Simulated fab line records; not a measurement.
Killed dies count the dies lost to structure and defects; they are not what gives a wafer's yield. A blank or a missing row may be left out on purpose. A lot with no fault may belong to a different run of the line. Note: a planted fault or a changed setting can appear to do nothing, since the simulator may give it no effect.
Which of the tools did it? :: flow sky130 :: route of 708 steps, sampled at 1 step: 7 lots, 21 wafers

== WHAT EACH GAUGE READ, for each wafer ==
SKY_NWELL_THK_MEAS_02.
lot: L942
measured: day 2 15:56
on: film-metro-01
NWELL_OXIDATION_THK (nm): 10.16 10.21 10.25

lot: L944
measured: day 3 03:18
on: film-metro-01
NWELL_OXIDATION_THK (nm): 9.94 9.94 10.06

lot: L946
measured: day 3 15:03
on: film-metro-04
NWELL_OXIDATION_THK (nm): 9.72 9.82 9.91

lot: L948
measured: day 4 05:09
on: film-metro-01
NWELL_OXIDATION_THK (nm): 9.55 9.85 9.65

lot: L952
measured: day 4 20:31
on: film-metro-04
NWELL_OXIDATION_THK (nm): 9.88 9.84 9.61

lot: L955
measured: day 5 16:23
on: film-metro-04
NWELL_OXIDATION_THK (nm): 10.34 10.19 10.27

lot: L957
measured: day 6 01:04
on: film-metro-01
NWELL_OXIDATION_THK (nm): 10.01 10.18 9.96

== WHAT TOOL EACH LOT RAN ON (gives the tool, then ch and the chambers of the sampled wafers, and finally the start) ==
No process step before these readings appears in the record.

== THE ANSWER, worked out from the rows above alone ==
Rule: the lots themselves supply what counts as usual. Put in order of their means at a reading, lots are off if they are a third of the lots or fewer, leave a main group of 4 or more, and stand apart from it by a gap of 3 or more times the standard deviation of the main group's means; of several such gaps the widest counts. A main group is skipped when, at the precision printed for the reading in the tables above, its means are all equal. A lot without any number at a reading at which 4 lots or more have one is off too. The other lots that the step has rows for count as sound.
None of the lots is off at any reading shown; this tells nothing.

== WHAT WAS PUT IN BY THE SIMULATOR ==
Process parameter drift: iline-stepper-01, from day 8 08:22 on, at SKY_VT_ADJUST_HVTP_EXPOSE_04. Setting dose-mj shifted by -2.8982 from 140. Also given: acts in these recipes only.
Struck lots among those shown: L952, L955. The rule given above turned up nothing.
